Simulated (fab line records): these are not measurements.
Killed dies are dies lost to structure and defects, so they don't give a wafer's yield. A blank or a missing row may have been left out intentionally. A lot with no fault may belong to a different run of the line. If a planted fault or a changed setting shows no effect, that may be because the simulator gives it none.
Chamber matching / flow sky130 / SKY_CAPM_CVD_00 on pecvd-02 has 3 sister chambers
The step deposits SiO2, target thk 15.5 nm. 18 wafers are shown with their chamber, then 9 later ones without.

## WAFERS PAIRED WITH THEIR CHAMBERS
wafer=L397.2; chamber=1; heaterPowerW (W)=568
wafer=L397.4; chamber=0; heaterPowerW (W)=804
wafer=L397.6; chamber=1; heaterPowerW (W)=584
wafer=L398.1; chamber=1; heaterPowerW (W)=607
wafer=L398.2; chamber=0; heaterPowerW (W)=750
wafer=L398.3; chamber=2; heaterPowerW (W)=551
wafer=L401.1; chamber=2; heaterPowerW (W)=684
wafer=L401.2; chamber=1; heaterPowerW (W)=497
wafer=L401.6; chamber=1; heaterPowerW (W)=516
wafer=L405.2; chamber=2; heaterPowerW (W)=607
wafer=L405.3; chamber=1; heaterPowerW (W)=600
wafer=L405.5; chamber=1; heaterPowerW (W)=593
wafer=L407.1; chamber=0; heaterPowerW (W)=928
wafer=L407.2; chamber=1; heaterPowerW (W)=587
wafer=L407.4; chamber=2; heaterPowerW (W)=701
wafer=L410.1; chamber=0; heaterPowerW (W)=909
wafer=L410.3; chamber=2; heaterPowerW (W)=641
wafer=L410.5; chamber=1; heaterPowerW (W)=593

SIGNATURES (averages over the wafers above)
reading=heaterPowerW; chamber 0=847.75; chamber 1=571.67; chamber 2=636.80; scatter within a chamber=56.8
Rule: for each reading, subtract the chamber's mean from the wafer's reading, divide by that reading's scatter and square the result; add these up over the readings and take the root, which gives the wafer's distance from the chamber. If the next closest chamber is less than 2 further off than the closest, the wafer can't be placed; otherwise it belongs to the closest. The scatter: the root of (the sum of the squares of (reading less its chamber's mean) over the shown wafers, divided by (wafers less chambers)).

## WAFERS MISSING THEIR CHAMBER
wafer=L411.2; heaterPowerW (W)=782
wafer=L411.3; heaterPowerW (W)=532
wafer=L411.6; heaterPowerW (W)=521
wafer=L419.1; heaterPowerW (W)=609
wafer=L419.4; heaterPowerW (W)=526
wafer=L419.5; heaterPowerW (W)=588
wafer=L418.2; heaterPowerW (W)=622
wafer=L418.5; heaterPowerW (W)=681
wafer=L418.6; heaterPowerW (W)=603

## THE CHAMBER EACH PASSED THROUGH
wafer=L411.2; from the rows above=can't be placed: 0 or 2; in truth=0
wafer=L411.3; from the rows above=can't be placed: 1 or 2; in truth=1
wafer=L411.6; from the rows above=can't be placed: 1 or 2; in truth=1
wafer=L419.1; from the rows above=can't be placed: 2 or 1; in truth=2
wafer=L419.4; from the rows above=can't be placed: 1 or 2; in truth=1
wafer=L419.5; from the rows above=can't be placed: 1 or 2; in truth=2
wafer=L418.2; from the rows above=can't be placed: 2 or 1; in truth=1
wafer=L418.5; from the rows above=can't be placed: 2 or 1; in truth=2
wafer=L418.6; from the rows above=can't be placed: 1 or 2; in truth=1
Correct placement for 0 of the 9. Not placeable from these rows: 9 (in 9, the candidates include the true chamber). 0 placed wrongly.
